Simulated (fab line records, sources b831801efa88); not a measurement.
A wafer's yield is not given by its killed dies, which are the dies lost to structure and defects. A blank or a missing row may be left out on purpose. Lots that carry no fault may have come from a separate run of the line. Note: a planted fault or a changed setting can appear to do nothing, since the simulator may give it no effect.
fab line records	flow sky130	part 1 of 2: steps 1 to 25 of 34
record lots=5	wafers=15	last-day=50
route steps=708 shown VIA1@475 METAL2@483 VIA2@507
lots that met no fault: from a run of the same line without faults
start-h: hours from the record's first day to the start of the lot's first wafer shown	wait-h: hours elapsed since this lot's preceding step	" identical to the entry in the row above	L1.1+2: several wafers, shown together as one row	- value missing, or start not given	* or withheld: withheld	< > ~ a bound
route shown NAME@n: a module of which the file shows steps, and the number in the route of the first	usual: mean/standard deviation of fault-free wafers	same: alike in all rows	chamber/n: place in a boat	sites: per-site readings	_std_site: their standard deviation	_edge_site: mean of outer sites minus mean of inner sites	radius-mm: how far each site lies from the wafer's centre	mask NAME#n: copy n	behind: the tool/chamber that last shaped the wafer	hold: why the lot went on hold/how many hours it stayed there/how the hold came to an end	device: the n, p or np transistor that did not switch	end of line: the same wafers' tests at the end of the route	a step without rows: its recipe alone	killed: dies lost to structure and defects at the first sort, not the wafer's yield	map: per-die view of a wafer (x killed, . not killed, _ where there is no die)
set.NAME: the setting as run; set.NAME@STEP: as run at that earlier step	model.NAME: the simulator's own value behind a step, which no gauge read
lots at selected steps of the route; one table per step, one row per wafer
services: when a tool's chamber went out of use (start-h, in hours from the record's first day, below 0 if earlier), for how many hours, and the reason
## steps
# step SKY_VIA1_STRIP_17
# recipe chemistry=post-etch-residue-remover	time-s=1200	temp-c=72.5
lot.wafer	tool	chamber	start-h	wait-h
L081.1+4+5	wet-bench-03	0	851.74	0.1
L086.1+2+4	wet-bench-02	2	892.14	0.1
L087.1+2+5	wet-bench-02	0	896.34	0.1
L095.1+3+6	wet-bench-04	0	953.00	0.1
L097.2+3+5	wet-bench-03	0	962.30	0.1
# step SKY_VIA1_CLEAN_18
# recipe chemistry=IPA	time-s=180	temp-c=25
lot.wafer	tool	chamber	start-h	wait-h
L081.1+4+5	wet-bench-02	3	852.08	0.0
L086.1+2+4	wet-bench-02	1	892.48	0.0
L087.1+2+5	wet-bench-04	1	896.68	0.0
L095.1+3+6	wet-bench-03	3	953.34	0.0
L097.2+3+5	wet-bench-03	0	962.71	0.0
# step SKY_VIA1_CLEAN_19
# recipe chemistry=O3/DIW	dry=n2-spin
lot.wafer	tool	chamber	start-h	wait-h
L081.1+4+5	wet-bench-04	1	852.14	0.0
L086.1+2+4	wet-bench-02	2	892.54	0.0
L087.1+2+5	wet-bench-03	2	896.74	0.0
L095.1+3+6	wet-bench-04	2	953.40	0.0
L097.2+3+5	wet-bench-04	3	962.77	0.0
# step SKY_VIA1_SPUTTER_20
# recipe material=TiN	target-thk-nm=20	chamber-pressure-pa=5	power-w=4000	time-s=80
# usual throttle-valve-pct=30.0/1.2
lot.wafer	tool	chamber	start-h	wait-h	throttle-valve-pct
L081.1	pvd-sputter-02	-	852.23	0.0	29.1
L081.4	"	-	"	"	29.9
L081.5	"	-	"	"	30.1
L086.1	pvd-sputter-03	-	892.63	0.0	28.7
L086.2	"	-	"	"	28.0
L086.4	"	-	"	"	29.9
L087.1	pvd-sputter-01	-	896.85	0.0	29.3
L087.2	"	-	"	"	31.6
L087.5	"	-	"	"	31.8
L095.1	pvd-sputter-01	-	953.49	0.0	29.4
L095.3	"	-	"	"	32.1
L095.6	"	-	"	"	31.5
L097.2	pvd-sputter-02	-	962.86	0.0	29.1
L097.3	"	-	"	"	29.8
L097.5	"	-	"	"	29.4
# step SKY_VIA1_CVD_21
# recipe material=W	target-thk-nm=270	time-s=80.902	temp-c=400	pressure-torr=40
# usual heater-power-w=864/51
lot.wafer	tool	chamber	start-h	wait-h	heater-power-w
L081.1	cvd-w-01	1	852.29	0.0	958
L081.4	"	0	"	"	799
L081.5	"	1	"	"	947
L086.1	cvd-w-02	0	892.69	0.0	870
L086.2	"	1	"	"	829
L086.4	"	0	"	"	865
L087.1	cvd-w-02	1	896.91	0.0	862
L087.2	"	0	"	"	918
L087.5	"	1	"	"	850
L095.1	cvd-w-02	0	953.56	0.0	857
L095.3	"	1	"	"	869
L095.6	"	1	"	"	881
L097.2	cvd-w-02	0	962.92	0.0	886
L097.3	"	0	"	"	890
L097.5	"	0	"	"	892
# step SKY_VIA1_RS_MEAS_22
# recipe thk-meas-gauge=four-point-probe	reads=W_of_VIA1_CVD_21+TiN_of_VIA1_SPUTTER_20
# usual VIA1_W_RS=0.427/0.005
lot.wafer	tool	chamber	start-h	wait-h	VIA1_W_RS[ohm/sq]
L081.1	film-metro-03	-	852.38	0.1	0.428
L081.4	"	-	"	"	0.424
L081.5	"	-	"	"	0.428
L086.1	film-metro-04	-	892.78	0.1	0.430
L086.2	"	-	"	"	0.430
L086.4	"	-	"	"	0.428
L087.1	film-metro-04	-	897.00	0.1	0.426
L087.2	"	-	"	"	0.427
L087.5	"	-	"	"	0.434
L095.1	film-metro-03	-	953.65	0.1	0.431
L095.3	"	-	"	"	0.429
L095.6	"	-	"	"	0.429
L097.2	film-metro-02	-	963.03	0.1	0.436
L097.3	"	-	"	"	0.431
L097.5	"	-	"	"	0.435
# step SKY_VIA1_THK_MEAS_23
# recipe thk-meas-gauge=xrf	reads=W_of_VIA1_CVD_21
# usual VIA1_W_THK=267/3.8
lot.wafer	tool	chamber	start-h	wait-h	VIA1_W_THK[nm]
L081.1	film-metro-03	-	852.50	0.1	267
L081.4	"	-	"	"	271
L081.5	"	-	"	"	268
L086.1	film-metro-04	-	892.90	0.1	263
L086.2	"	-	"	"	265
L086.4	"	-	"	"	267
L087.1	film-metro-04	-	897.12	0.1	268
L087.2	"	-	"	"	267
L087.5	"	-	"	"	263
L095.1	film-metro-03	-	953.77	0.1	267
L095.3	"	-	"	"	267
L095.6	"	-	"	"	268
L097.2	film-metro-02	-	963.14	0.1	261
L097.3	"	-	"	"	264
L097.5	"	-	"	"	263
# step SKY_VIA1_CMP_24
# recipe stop-on=SiO2	t-overpolish-s=15	down-force-psi=3.5	platen-rpm=60	target-thk-nm=0	pad-velocity-m-s=0.94248
# usual motor-current-A=11.6/1.1	overpolish-run-s=15.001/0.0094	retaining-ring-pressure-frac=1.000/0.0048	time-to-endpoint-s=63/4.4
lot.wafer	tool	chamber	start-h	wait-h	motor-current-A	overpolish-run-s	retaining-ring-pressure-frac	time-to-endpoint-s
L081.1	cmp-02	2	852.78	0.3	10.9	14.994	1.006	58
L081.4	"	3	"	"	9.8	15.002	1.004	58
L081.5	"	3	"	"	9.3	15.001	1.004	59
L086.2	cmp-02	3	892.96	0.0	10.1	14.994	1.002	60
L086.1	"	0	"	"	14.2	14.999	1.005	66
L086.4	"	2	"	"	11.0	14.988	1.004	61
L087.2	cmp-02	3	897.18	0.0	9.8	15.017	1.001	59
L087.1	"	2	"	"	11.3	14.998	0.994	62
L087.5	"	3	"	"	10.3	15.007	1.002	59
L095.3	cmp-01	1	953.83	0.0	12.0	14.989	1.000	60
L095.1	"	3	"	"	12.2	15.011	1.007	64
L095.6	"	1	"	"	12.2	15.008	0.994	61
L097.2	cmp-01	0	963.42	0.3	11.0	14.993	1.009	62
L097.3	"	1	"	"	12.1	15.004	0.994	60
L097.5	"	0	"	"	11.0	15.009	1.007	65
# step SKY_METAL2_SPUTTER_00
# recipe material=Ti	target-thk-nm=15	power-w=3000	time-s=10	chamber-pressure-pa=0.4
# usual throttle-valve-pct=30.2/1.1
lot.wafer	tool	chamber	start-h	wait-h	throttle-valve-pct
L081.1	pvd-sputter-01	-	853.08	0.2	29.2
L081.4	"	-	"	"	31.6
L081.5	"	-	"	"	31.9
L086.1	pvd-sputter-02	-	893.26	0.2	30.0
L086.2	"	-	"	"	29.6
L086.4	"	-	"	"	31.0
L087.1	pvd-sputter-02	-	897.48	0.1	29.6
L087.2	"	-	"	"	31.0
L087.5	"	-	"	"	29.5
L095.1	pvd-sputter-01	-	954.13	0.1	31.5
L095.3	"	-	"	"	31.9
L095.6	"	-	"	"	31.6
L097.2	pvd-sputter-02	-	963.72	0.2	29.6
L097.3	"	-	"	"	29.1
L097.5	"	-	"	"	29.7
# step SKY_METAL2_SPUTTER_01
# recipe material=TiN	target-thk-nm=20	power-w=6500	time-s=16.7	chamber-pressure-pa=0.4
# usual throttle-valve-pct=30.2/1
lot.wafer	tool	chamber	start-h	wait-h	throttle-valve-pct
L081.1	pvd-sputter-01	-	853.10	0.0	29.1
L081.4	"	-	"	"	32.1
L081.5	"	-	"	"	32.0
L086.1	pvd-sputter-02	-	893.28	0.0	29.6
L086.2	"	-	"	"	29.6
L086.4	"	-	"	"	30.6
L087.1	pvd-sputter-02	-	897.50	0.0	29.5
L087.2	"	-	"	"	31.1
L087.5	"	-	"	"	29.6
L095.1	pvd-sputter-01	-	954.15	0.0	31.3
L095.3	"	-	"	"	31.8
L095.6	"	-	"	"	32.0
L097.2	pvd-sputter-02	-	963.74	0.0	29.8
L097.3	"	-	"	"	29.3
L097.5	"	-	"	"	29.3
# step SKY_METAL2_SPUTTER_02
# recipe material=AlCu	target-thk-nm=250	power-w=10600	time-s=13.3	chamber-pressure-pa=0.4
# usual throttle-valve-pct=30.3/1.1
lot.wafer	tool	chamber	start-h	wait-h	throttle-valve-pct
L081.1	pvd-sputter-01	-	853.13	0.0	29.3
L081.4	"	-	"	"	31.8
L081.5	"	-	"	"	31.8
L086.1	pvd-sputter-02	-	893.31	0.0	29.9
L086.2	"	-	"	"	29.7
L086.4	"	-	"	"	30.8
L087.1	pvd-sputter-02	-	897.53	0.0	29.4
L087.2	"	-	"	"	31.0
L087.5	"	-	"	"	29.4
L095.1	pvd-sputter-01	-	954.18	0.0	31.4
L095.3	"	-	"	"	32.0
L095.6	"	-	"	"	31.6
L097.2	pvd-sputter-02	-	963.77	0.0	30.0
L097.3	"	-	"	"	28.9
L097.5	"	-	"	"	29.5
# step SKY_METAL2_SPUTTER_03
# recipe material=Ti	target-thk-nm=5	power-w=3000	time-s=3.3	chamber-pressure-pa=0.4
# usual throttle-valve-pct=30.2/1
lot.wafer	tool	chamber	start-h	wait-h	throttle-valve-pct
L081.1	pvd-sputter-01	-	853.15	0.0	29.1
L081.4	"	-	"	"	31.9
L081.5	"	-	"	"	31.8
L086.1	pvd-sputter-02	-	893.33	0.0	29.8
L086.2	"	-	"	"	29.4
L086.4	"	-	"	"	31.0
L087.1	pvd-sputter-02	-	897.55	0.0	29.6
L087.2	"	-	"	"	30.8
L087.5	"	-	"	"	29.7
L095.1	pvd-sputter-01	-	954.20	0.0	31.1
L095.3	"	-	"	"	31.6
L095.6	"	-	"	"	32.0
L097.2	pvd-sputter-02	-	963.79	0.0	29.9
L097.3	"	-	"	"	29.2
L097.5	"	-	"	"	29.7
# step SKY_METAL2_SPUTTER_04
# recipe material=TiN	target-thk-nm=70	power-w=6500	time-s=58.3	chamber-pressure-pa=0.4
# usual throttle-valve-pct=30.3/1
lot.wafer	tool	chamber	start-h	wait-h	throttle-valve-pct
L081.1	pvd-sputter-01	-	853.17	0.0	29.4
L081.4	"	-	"	"	31.9
L081.5	"	-	"	"	31.8
L086.1	pvd-sputter-02	-	893.35	0.0	29.9
L086.2	"	-	"	"	29.4
L086.4	"	-	"	"	31.0
L087.1	pvd-sputter-02	-	897.57	0.0	29.4
L087.2	"	-	"	"	31.4
L087.5	"	-	"	"	29.7
L095.1	pvd-sputter-01	-	954.22	0.0	31.4
L095.3	"	-	"	"	31.9
L095.6	"	-	"	"	32.1
L097.2	pvd-sputter-02	-	963.81	0.0	29.9
L097.3	"	-	"	"	29.1
L097.5	"	-	"	"	29.5
# step SKY_METAL2_RS_MEAS_05
# recipe thk-meas-gauge=four-point-probe	reads=TiN_of_METAL2_SPUTTER_04+Ti_of_METAL2_SPUTTER_03+AlCu_of_METAL2_SPUTTER_02+TiN_of_METAL2_SPUTTER_01+Ti_of_METAL2_SPUTTER_00
# usual METAL2_ALCU_RS=0.1276/0.0017
lot.wafer	tool	chamber	start-h	wait-h	METAL2_ALCU_RS[ohm/sq]
L081.1	film-metro-04	-	853.22	0.0	0.1273
L081.4	"	-	"	"	0.1288
L081.5	"	-	"	"	0.1267
L086.1	film-metro-02	-	893.40	0.0	0.1282
L086.2	"	-	"	"	0.1290
L086.4	"	-	"	"	0.1291
L087.1	film-metro-02	-	897.62	0.0	0.1274
L087.2	"	-	"	"	0.1281
L087.5	"	-	"	"	0.1292
L095.1	film-metro-01	-	954.27	0.0	0.1284
L095.3	"	-	"	"	0.1279
L095.6	"	-	"	"	0.1309
L097.2	film-metro-04	-	963.88	0.0	0.1317
L097.3	"	-	"	"	0.1261
L097.5	"	-	"	"	0.1290
# step SKY_METAL2_THK_MEAS_06
# recipe thk-meas-gauge=xrf	reads=AlCu_of_METAL2_SPUTTER_02
# usual METAL2_ALCU_THK=248/3.8
lot.wafer	tool	chamber	start-h	wait-h	METAL2_ALCU_THK[nm]
L081.1	film-metro-04	-	853.34	0.1	251
L081.4	"	-	"	"	249
L081.5	"	-	"	"	253
L086.1	film-metro-02	-	893.52	0.1	245
L086.2	"	-	"	"	244
L086.4	"	-	"	"	243
L087.1	film-metro-02	-	897.74	0.1	247
L087.2	"	-	"	"	248
L087.5	"	-	"	"	246
L095.1	film-metro-01	-	954.39	0.1	246
L095.3	"	-	"	"	248
L095.6	"	-	"	"	242
L097.2	film-metro-04	-	963.99	0.1	243
L097.3	"	-	"	"	254
L097.5	"	-	"	"	250
# step SKY_METAL2_DEHYDRATE_07
# recipe temp-c=200	time-s=60
# usual chill-plate-temp-C=23.01/0.093	heater-power-total-W=160.38/0.12	resist-line-temp-C=22.99/0.12
lot.wafer	tool	chamber	start-h	wait-h	chill-plate-temp-C	heater-power-total-W	resist-line-temp-C
L081.1	litho-track-04	0	865.49	12.1	23.09	160.41	22.97
L081.4	"	0	"	"	23.08	160.30	22.87
L081.5	"	0	"	"	23.22	160.44	23.03
L086.1	litho-track-02	0	905.91	12.4	22.91	160.41	23.07
L086.2	"	0	"	"	22.99	160.20	22.85
L086.4	"	0	"	"	22.92	160.36	23.10
L087.1	litho-track-02	0	909.81	12.1	23.00	160.45	22.82
L087.2	"	0	"	"	22.85	160.39	22.92
L087.5	"	0	"	"	23.06	160.36	22.76
L095.1	litho-track-03	0	965.80	11.4	22.86	160.42	22.79
L095.3	"	0	"	"	22.79	160.56	22.84
L095.6	"	0	"	"	23.07	160.21	22.67
L097.2	litho-track-03	0	975.32	11.3	23.12	160.50	23.16
L097.3	"	0	"	"	23.23	160.40	23.07
L097.5	"	0	"	"	22.98	160.53	22.89
# step SKY_METAL2_HMDS_08
# recipe prime-time-s=60	prime-temp-c=120
# usual chill-plate-temp-C=22.99/0.1	resist-line-temp-C=23.00/0.098
lot.wafer	tool	chamber	start-h	wait-h	chill-plate-temp-C	resist-line-temp-C
L081.1	litho-track-04	0	865.64	0.1	23.07	23.06
L081.4	"	0	"	"	23.10	23.08
L081.5	"	0	"	"	23.03	23.05
L086.1	litho-track-02	0	906.06	0.1	23.07	22.95
L086.2	"	0	"	"	23.03	22.91
L086.4	"	0	"	"	23.02	22.81
L087.1	litho-track-02	0	909.96	0.1	23.06	23.00
L087.2	"	0	"	"	23.13	22.90
L087.5	"	0	"	"	22.85	22.97
L095.1	litho-track-03	0	965.95	0.1	23.11	23.16
L095.3	"	0	"	"	23.00	22.88
L095.6	"	0	"	"	23.09	23.07
L097.2	litho-track-03	0	975.47	0.1	22.98	22.93
L097.3	"	0	"	"	22.91	23.19
L097.5	"	0	"	"	23.11	23.05
# step SKY_METAL2_COAT_09
# recipe resist=BARC	temp-c=withheld	time-s=withheld	spin-rpm=3000	resist-thk-nm=60
# usual chill-plate-temp-C=*	resist-line-temp-C=*
lot.wafer	tool	chamber	start-h	wait-h	chill-plate-temp-C	resist-line-temp-C
L081.1	litho-track-04	0	865.79	0.1	*	*
L081.4	"	0	"	"	*	*
L081.5	"	0	"	"	*	*
L086.1	litho-track-02	0	906.21	0.1	*	*
L086.2	"	0	"	"	*	*
L086.4	"	0	"	"	*	*
L087.1	litho-track-02	0	910.11	0.1	*	*
L087.2	"	0	"	"	*	*
L087.5	"	0	"	"	*	*
L095.1	litho-track-03	0	966.10	0.1	*	*
L095.3	"	0	"	"	*	*
L095.6	"	0	"	"	*	*
L097.2	litho-track-03	0	975.62	0.1	*	*
L097.3	"	0	"	"	*	*
L097.5	"	0	"	"	*	*
# step SKY_METAL2_COAT_10
# recipe resist=KrF-thick	spin-rpm=3000	resist-thk-nm=450
# usual chill-plate-temp-C=22.99/0.091	resist-line-temp-C=23.00/0.097
lot.wafer	tool	chamber	start-h	wait-h	chill-plate-temp-C	resist-line-temp-C
L081.1	litho-track-04	0	-	-	22.78	23.02
L081.4	"	0	"	"	23.04	23.03
L081.5	"	0	"	"	22.81	23.09
L086.1	litho-track-02	0	-	-	23.02	23.04
L086.2	"	0	"	"	22.95	23.03
L086.4	"	0	"	"	22.99	23.03
L087.1	litho-track-02	0	-	-	22.89	23.07
L087.2	"	0	"	"	23.06	23.01
L087.5	"	0	"	"	23.02	23.06
L095.1	litho-track-03	0	-	-	23.11	22.94
L095.3	"	0	"	"	23.05	23.12
L095.6	"	0	"	"	23.06	22.94
L097.2	litho-track-03	0	-	-	23.07	23.10
L097.3	"	0	"	"	22.88	22.87
L097.5	"	0	"	"	22.99	22.85
# step SKY_METAL2_SOFTBAKE_11
# recipe temp-c=100	time-s=90	resist=KrF-thick
# usual chill-plate-temp-C=22.99/0.11	heater-power-total-W=57.35/0.12	resist-line-temp-C=23.01/0.094
lot.wafer	tool	chamber	start-h	wait-h	chill-plate-temp-C	heater-power-total-W	resist-line-temp-C
L081.1	litho-track-04	0	-	-	23.14	57.39	23.16
L081.4	"	0	"	"	23.02	57.20	22.89
L081.5	"	0	"	"	23.07	57.17	23.09
L086.1	litho-track-02	0	-	-	23.13	57.15	23.02
L086.2	"	0	"	"	23.04	57.30	23.00
L086.4	"	0	"	"	23.01	57.19	23.09
L087.1	litho-track-02	0	-	-	22.95	57.40	23.03
L087.2	"	0	"	"	22.87	57.32	23.10
L087.5	"	0	"	"	22.84	57.22	22.97
L095.1	litho-track-03	0	-	-	23.09	57.36	23.10
L095.3	"	0	"	"	23.11	57.23	23.13
L095.6	"	0	"	"	23.19	57.36	23.14
L097.2	litho-track-03	0	-	-	22.80	57.29	22.99
L097.3	"	0	"	"	22.92	57.50	22.93
L097.5	"	0	"	"	22.77	57.31	23.01
# step SKY_METAL2_EXPOSE_12
# recipe mask-id=MM2	na=0.8	source-shape=annular	sigma-inner=0.55	sigma-outer=0.85	target-cd-nm=140	dose-mj=28
# usual exposure-dose-mJ-cm2=27.999/0.03
# same na=0.8
lot.wafer	tool	chamber	start-h	wait-h	mask	exposure-dose-mJ-cm2
L081.1	krf-scanner-02	0	-	-	MM2#0	27.987
L081.4	"	0	"	"	MM2#0	27.939
L081.5	"	0	"	"	MM2#0	27.976
L086.1	krf-scanner-01	0	-	-	MM2#0	28.015
L086.2	"	0	"	"	MM2#0	28.026
L086.4	"	0	"	"	MM2#0	28.042
L087.1	krf-scanner-02	0	-	-	MM2#0	27.985
L087.2	"	0	"	"	MM2#0	28.000
L087.5	"	0	"	"	MM2#0	27.979
L095.1	krf-scanner-02	0	-	-	MM2#0	28.039
L095.3	"	0	"	"	MM2#0	28.005
L095.6	"	0	"	"	MM2#0	28.026
L097.2	krf-scanner-01	0	-	-	MM2#0	27.999
L097.3	"	0	"	"	MM2#0	27.995
L097.5	"	0	"	"	MM2#0	28.023
# step SKY_METAL2_PEB_13
# recipe peb-temp-c=withheld	peb-time-s=withheld	resist=KrF-thick
# usual chill-plate-temp-C=*	resist-line-temp-C=*
lot.wafer	tool	chamber	start-h	wait-h	chill-plate-temp-C	resist-line-temp-C
L081.1	litho-track-02	0	-	-	*	*
L081.4	"	0	"	"	*	*
L081.5	"	0	"	"	*	*
L086.1	litho-track-02	0	-	-	*	*
L086.2	"	0	"	"	*	*
L086.4	"	0	"	"	*	*
L087.1	litho-track-03	0	-	-	*	*
L087.2	"	0	"	"	*	*
L087.5	"	0	"	"	*	*
L095.1	litho-track-03	0	-	-	*	*
L095.3	"	0	"	"	*	*
L095.6	"	0	"	"	*	*
L097.2	litho-track-03	0	-	-	*	*
L097.3	"	0	"	"	*	*
L097.5	"	0	"	"	*	*
# step SKY_METAL2_DEVELOP_14
# recipe develop-time-s=60	resist=KrF-thick	dev-temp-c=21
# usual chill-plate-temp-C=22.99/0.11	resist-line-temp-C=22.99/0.096
lot.wafer	tool	chamber	start-h	wait-h	chill-plate-temp-C	resist-line-temp-C
L081.1	litho-track-02	0	-	-	23.15	22.95
L081.4	"	0	"	"	22.97	23.05
L081.5	"	0	"	"	22.96	22.88
L086.1	litho-track-02	0	-	-	22.91	23.03
L086.2	"	0	"	"	22.83	22.92
L086.4	"	0	"	"	22.94	22.95
L087.1	litho-track-03	0	-	-	23.04	22.94
L087.2	"	0	"	"	23.14	22.94
L087.5	"	0	"	"	22.91	23.15
L095.1	litho-track-03	0	-	-	22.92	22.98
L095.3	"	0	"	"	22.96	22.96
L095.6	"	0	"	"	22.96	23.02
L097.2	litho-track-03	0	-	-	23.00	23.18
L097.3	"	0	"	"	23.13	23.05
L097.5	"	0	"	"	23.10	23.08
# step SKY_METAL2_CD_MEAS_15
# recipe target-cd-nm=140
# usual cd-nm=139.7/1.8
lot.wafer	tool	chamber	start-h	wait-h	cd-nm
L081.1	cd-sem-01	-	880.01	-	139.6
L081.4	"	-	"	"	139.7
L081.5	"	-	"	"	140.5
L086.1	cd-sem-02	-	918.56	-	140.9
L086.2	"	-	"	"	142.7
L086.4	"	-	"	"	142.0
L087.1	cd-sem-01	-	922.80	-	136.9
L087.2	"	-	"	"	137.3
L087.5	"	-	"	"	136.6
L095.1	cd-sem-02	-	978.30	-	139.9
L095.3	"	-	"	"	138.6
L095.6	"	-	"	"	139.4
L097.2	cd-sem-02	-	988.62	-	138.2
L097.3	"	-	"	"	139.9
L097.5	"	-	"	"	139.6
# step SKY_METAL2_OVL_MEAS_16
# usual METAL2_OVL=0/5.2
lot.wafer	tool	chamber	start-h	wait-h	METAL2_OVL[nm]
L081.1	overlay-02	-	880.13	0.1	9
L081.4	"	-	"	"	8
L081.5	"	-	"	"	10
L086.1	overlay-02	-	918.68	0.1	2
L086.2	"	-	"	"	0
L086.4	"	-	"	"	1
L087.1	overlay-01	-	922.92	0.1	3
L087.2	"	-	"	"	4
L087.5	"	-	"	"	0
L095.1	overlay-02	-	978.42	0.1	-4
L095.3	"	-	"	"	-3
L095.6	"	-	"	"	-1
L097.2	overlay-01	-	988.72	0.1	3
L097.3	"	-	"	"	1
L097.5	"	-	"	"	4
